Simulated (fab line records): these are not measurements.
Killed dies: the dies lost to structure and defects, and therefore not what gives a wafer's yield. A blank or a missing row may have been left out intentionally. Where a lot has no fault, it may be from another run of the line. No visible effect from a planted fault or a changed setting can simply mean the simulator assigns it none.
The same fault as seen by 2 desks ; flow gf180mcu ; what lay behind the numbers comes last; until then each desk has only its own

== AT THE TOOL OWNER'S DESK: litho-track-04 ==
The tool's own readings at GF_VT_IMPLANT_COAT_13 (resist thk 1000 nm): means of the sampled wafers that have a number, for each lot that ran on this tool. A lot is out of limits, marked OUT, if its mean lies more than 4 standard deviations from the usual mean; the brackets give that distance.
Columns: A = spin-speed-rpm at GF_VT_IMPLANT_COAT_13, usual 2999.7 rpm
lot;first seen here;A
L738;day 5 22:12;2999.7
L739;day 6 04:24;3001.3
L743;day 7 07:37;2999.2
L758;day 11 05:08;3003.6
L759;day 11 12:28;2997.5
L760;day 11 19:10;2998.7
Result from this desk: across the 6 lots, nothing is out of limits.

== THE METROLOGY DESK ==
What the gauges read for every lot (on any tool): the sampled wafers with a number, averaged. A lot is out of limits, marked OUT, if its mean lies more than 4 standard deviations from the usual mean; the brackets give that distance.
Columns: A = DNWELL_TW at GF_DNWELL_TW_MEAS_09, usual 1368; B = MVPSD_OVL at GF_MVPSD_OVL_MEAS_07, usual 0.3 nm
lot;first seen here;A;B
L738;day 2 17:44;1360;-1.0
L739;day 2 23:31;1366;-0.5
L743;day 3 21:28;1389;-1.3
L748;day 5 00:32;1367;-1.3
L750;day 5 12:11;1363;1.3
L752;day 5 22:18;1360;-1.4
L753;day 6 02:39;1370;-0.8
L757;day 6 23:06;1371;1.2
L758;day 7 04:33;1365;0.1
L759;day 7 11:23;1361;1.3
L760;day 7 16:07;1380;0.5
L761;day 7 22:01;1363;0.4
Result from this desk: across the 12 lots, nothing is out of limits.

== ALL TOGETHER ==
The tool owner's desk saw nothing out of limits.
At the metrology desk, nothing out of limits was observed.

== WHAT THE SIMULATOR HAD INSERTED ==
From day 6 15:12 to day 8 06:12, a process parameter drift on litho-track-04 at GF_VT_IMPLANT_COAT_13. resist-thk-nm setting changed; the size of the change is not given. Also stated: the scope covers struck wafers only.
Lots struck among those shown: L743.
